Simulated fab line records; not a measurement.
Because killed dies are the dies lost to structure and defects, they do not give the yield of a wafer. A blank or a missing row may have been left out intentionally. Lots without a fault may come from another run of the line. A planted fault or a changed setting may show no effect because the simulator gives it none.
8D (eight disciplines) problem report, filled in by code ; flow sky130 ; the parts of the form that need people (team, actions taken, sign-off) are left out

1. PROBLEM STATEMENT
Mean of run-length-s at SKY_POLY_GATE_ETCH_17: 117.8 s across 4 wafers in 3 lots; on wafers with no fault it is 98.6 s (standard deviation 0.42). That puts it +46 standard deviations away from the usual mean.
The step: etches poly-Si in HBr/Cl2, stops on SiO2, target depth 180 nm, time 70.5 s.
Seen first at day 23 19:01 on rie-si-02, wafer L857.1. The record has a number at this step for 34 wafers belonging to 12 lots. The rule behind "out" and "out of limits": a value lying over 4 standard deviations away from the usual mean. The other wafers with a number count as sound.

2. WHAT IT IS AND WHAT IT IS NOT
question;is;is not
which readings at this step;run-length-s, oes-product-au;drypump-motor-current-A, throttle-valve-pct
which lots;L857, L859, L860;L840, L842, L843, L844, L847, L849, L852, L861, L862
which wafers of those lots;L857.1, L859.1, L860.1, L860.3;L857.5, L859.5, L859.6
read on which tools;rie-si-02;rie-si-01
when;from day 23 19:01;"up to then (22 sound wafers); but 8 sound wafers of L859, L861, L862 came after"

3. THE SUSPECTS, EACH WITH WHAT RULES IT OUT
Counting: if a tool at a process step up to the reading ran every lot that is out, it stays a suspect. Sound lots after the first of them don't rule it out here, since some wafers of a struck lot are sound.
- rie-si-02 at SKY_POLY_GATE_ETCH_17 (etches poly-Si in HBr/Cl2, stops on SiO2, target depth 180 nm, time 70.5 s): kept. It processed each lot that is out (first: L857, day 23 19:01); up to then, its last sound lot is L847 (day 18 20:49). On those wafers its own readings are out: oes-product-au, run-length-s.
Remaining after the count: rie-si-02 at SKY_POLY_GATE_ETCH_17.

4. THE CAUSE (what the simulator had put in)
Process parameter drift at SKY_POLY_GATE_ETCH_17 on rie-si-02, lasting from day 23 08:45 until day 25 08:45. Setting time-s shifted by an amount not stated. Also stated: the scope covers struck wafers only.
After counting, this tool was the only one left.

5. THE EFFECT CHAIN, in route order
One row per reading whose mean, taken over the struck wafers that have a number, lies over 3 standard deviations from the usual. Only readings for which the record gives a usual standard deviation are gone through. hours: the time from each lot's start at the first step in this table that gives one to its start at this step, as a median over the lots. sigmas: the change in usual standard deviations.
hours;step;reading;usual;on struck wafers;change;sigmas
0;SKY_POLY_GATE_ETCH_17;oes-product-au;0.984 a.u.;0.840;-0.144;-18
0;SKY_POLY_GATE_ETCH_17;run-length-s;98.6 s;117.8;+19.2;+46
0;SKY_POLY_GATE_STRIP_18;strip-time-to-endpoint-s;3.17 s;2.89;-0.28;-7.4
Its process steps:
- SKY_POLY_GATE_ETCH_17: etches poly-Si in HBr/Cl2, stops on SiO2, target depth 180 nm, time 70.5 s.
- SKY_POLY_GATE_STRIP_18: strips in O2/N2.

6. HOW IT WOULD HAVE BEEN CAUGHT EARLIER
The fault began at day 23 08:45; the first out-of-limits reading in this record came at day 23 19:01, 10 hours later.
